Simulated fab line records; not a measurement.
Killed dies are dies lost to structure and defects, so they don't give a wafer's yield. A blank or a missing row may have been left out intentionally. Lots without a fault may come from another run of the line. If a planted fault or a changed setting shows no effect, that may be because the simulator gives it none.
A single fault, viewed from 2 desks | flow sfq_line | each desk has only its own numbers; what lay behind them comes last

## THE METROLOGY DESK
What the gauges read, lot by lot, whatever tool the lot ran on: means of the sampled wafers that have a number. The brackets show how far a lot's mean lies from the usual mean; more than 4 standard deviations puts the lot out of limits, marked OUT.
Columns: A = INCOMING_BOW at SFQ_INCOMING_BOW_MEAS_900, usual 0 um; B = M0_NB_RS at SFQ_M0_RS_MEAS_904, usual 0.889 ohm/sq; C = M4_OVL at SFQ_M4_OVL_MEAS_926, usual 2 nm
lot  | first seen here | A  | B     | C
L171 | day 1 10:04     | 0  | 0.901 | 6
L172 | day 1 15:00     | 2  | 0.890 | 7
L173 | day 1 20:00     | 2  | 0.890 | -10
L176 | day 2 11:02     | -4 | 0.880 | -5
L177 | day 2 16:00     | -3 | 0.887 | 8
L178 | day 2 21:00     | -9 | 0.907 | 3
L179 | day 3 02:01     | -3 | 0.893 | 1
L181 | day 3 12:00     | 1  | 0.920 | -1
L182 | day 3 17:01     | 7  | 0.901 | -2
L183 | day 3 22:01     | 1  | 0.885 | 2
L187 | day 4 18:01     | -0 | 0.877 | 13
L191 | day 5 14:00     | 3  | 0.877 | 2
L192 | day 5 19:01     | 0  | 0.891 | 0
L193 | day 6 00:01     | 0  | 0.895 | 6
L194 | day 6 05:00     | -3 | 0.885 | -5
Finding of this desk: none of the 15 lots has anything out of limits.

## THE TOOL OWNER'S DESK: pvd_sputter-04
The tool's own readings at SFQ_TRILAYER_M0_DEP_SPUTTER_019 (material Nb, target thk 200 nm, time 133.3 s): means of the sampled wafers that have a number, for each lot that ran on this tool. The brackets show how far a lot's mean lies from the usual mean; more than 4 standard deviations puts the lot out of limits, marked OUT.
Columns: A = throttle_valve_pct at SFQ_TRILAYER_M0_DEP_SPUTTER_019, usual 30.1 %
lot  | first seen here | A
L172 | day 7 23:18     | 29.7
L173 | day 8 08:54     | 30.3
L176 | day 9 09:01     | 29.6
L177 | day 9 23:25     | 29.6
L178 | day 10 05:55    | 29.9
L179 | day 10 12:01    | 30.2
L181 | day 11 01:13    | 30.1
L182 | day 11 09:37    | 29.2
L191 | day 13 19:31    | 30.0
L193 | day 14 15:26    | 30.5
Finding of this desk: none of the 10 lots has anything out of limits.

## BROUGHT TOGETHER
At the metrology desk, nothing out of limits was observed.
The tool owner's desk saw nothing out of limits.

## WHAT THE SIMULATOR HAD INSERTED
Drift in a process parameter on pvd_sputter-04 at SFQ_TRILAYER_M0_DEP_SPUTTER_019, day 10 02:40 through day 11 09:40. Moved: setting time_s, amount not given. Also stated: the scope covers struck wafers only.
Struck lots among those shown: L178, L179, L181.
